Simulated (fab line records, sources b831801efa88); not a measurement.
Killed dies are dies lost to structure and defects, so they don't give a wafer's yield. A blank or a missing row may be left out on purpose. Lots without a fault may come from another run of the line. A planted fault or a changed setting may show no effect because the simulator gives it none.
A struck lot beside a sound one | flow sky130 | 17 steps out of a route of 708
Sound: wafers L433.3, L433.5, L433.6. Struck: wafers L441.1, L441.3, L441.6. The cause comes at the end.
At each step with rows: each side's tool, then ch and its chambers, then its first start. Under that, the readings that differ: sound wafers | struck wafers | difference of the means | sigmas: that difference in standard deviations of wafers without a fault.
alike: readings whose means differ by less than 2 such deviations, and words and numbers that are the same on both sides. not compared: withheld readings, readings that some wafer has no value for, bounds like >300 that may hide the same value, and numbers for which the record gives no deviation and whose values overlap.
The two part at a step that has a row with sigmas, a row that says differs or no value, or rows on one side only. Numbers that don't overlap but have no deviation are shown without sigmas and don't part them. A reading that every wafer of one side lacks parts them only if that side has two wafers or more.

SKY_LDD_P_OVL_MEAS_08:
  sound on overlay-02, day 20 07:49; struck on overlay-01, day 23 05:17
  alike: LDD_P_OVL
then, 1 step without rows for these wafers: SKY_LDD_P_IMPLANT_09.
SKY_LDD_P_STRIP_10: strips in O2/N2.
  sound on plasma_asher-04 ch 0,1, day 20 08:01; struck on plasma_asher-03 ch 0,1, day 23 05:29
  alike: drypump_motor_current_A, oes_product_au, strip_time_to_endpoint_s
  not compared: rf_hours_counter_h
SKY_LDD_P_TW_MEAS_11:
  sound on film_metro-03, day 20 08:06; struck on film_metro-03, day 23 05:35
  alike: LDD_P_TW
then, 7 steps without rows for these wafers: SKY_LDD_HVN_DEHYDRATE_00 (time 60 s); SKY_LDD_HVN_HMDS_01 (prime time 60 s); SKY_LDD_HVN_COAT_02 (resist thk 300 nm); SKY_LDD_HVN_SOFTBAKE_03 (time 60 s); SKY_LDD_HVN_EXPOSE_04 (exposes mask HVNTM, target cd 700 nm); SKY_LDD_HVN_PEB_05; SKY_LDD_HVN_DEVELOP_06 (develop time 60 s).
SKY_LDD_HVN_OVL_MEAS_07:
  sound on overlay-01, day 21 15:11; struck on overlay-01, day 24 11:04
  alike: LDD_HVN_OVL
SKY_LDD_HVN_IMPLANT_08:
  sound on implanter-04 ch 0, day 21 15:16; struck on implanter-04 ch 0, day 24 11:06
  reading                   | sound                | struck               | difference | sigmas
  beam_energy_keV           | 60.025 60.010 60.026 | 72.732 72.747 72.707 | +12.708    | +99 or more
  model.implant.rp_nm (nm)  | 55.78 55.78 55.78    | 65.82 65.82 65.82    | +10.04     |
  model.implant.drp_nm (nm) | 28.15 28.15 28.15    | 33.28 33.28 33.28    | +5.13      |
SKY_LDD_HVN_STRIP_09: strips in O2/N2.
  sound on plasma_asher-01 ch 0,1, day 21 15:24; struck on plasma_asher-03 ch 0,1, day 24 11:15
  alike: drypump_motor_current_A, oes_product_au, strip_time_to_endpoint_s
  not compared: rf_hours_counter_h
SKY_LDD_HVN_TW_MEAS_10:
  sound on film_metro-04, day 21 15:29; struck on film_metro-02, day 24 11:21
  reading    | sound          | struck         | difference | sigmas
  LDD_HVN_TW | 1454 1447 1451 | 1510 1500 1509 | +56        | +7
then, 1 step without rows for these wafers: SKY_LDD_HVP_DEHYDRATE_00 (time 60 s).
-- the record jumps here: 24 days lie between the struck wafers' starts before and after (it left off in module LDD_HVP and takes up again in module PAD_OPEN, whose first step shown is number 708 of the route) --
SKY_PAD_OPEN_PROBE_99:
  sound on prober-01, day 46 19:56; struck on prober-01, day 48 14:57
  reading                                 | sound                | struck              | difference | sigmas
  model.etest.tip_n_5v.rs_ohm_sq          | 1414 1405 1404       | 1308 1306 1313      | -99        |
  model.etest.nfet_g5v0d10v5.vt_sat_v (V) | 0.7651 0.7736 0.7664 | 0.7524 0.757 0.7594 | -0.0121    |
  alike: killed_at_M0_to_M3, killed_at_M4_up, killed_at_contacts, killed_at_front_end, killed_at_other, killed_dies, killed_on_rim, killed_open, killed_short
  not compared: model.etest.nfet_g5v0d10v5.r_on_ohm_um, model.etest.nfet_g5v0d10v5.drive_ua_um, model.etest.nfet_g5v0d10v5.vt_v

WHERE THEY PART
First at SKY_LDD_HVN_IMPLANT_08; last, within this record, at SKY_LDD_HVN_TW_MEAS_10. Later steps at which nothing parts them and some readings are alike: SKY_PAD_OPEN_PROBE_99.

WHY: what the simulator had put in
Process parameter drift: implanter-04, from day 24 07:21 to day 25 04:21, at SKY_LDD_HVN_IMPLANT_08. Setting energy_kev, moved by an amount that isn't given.
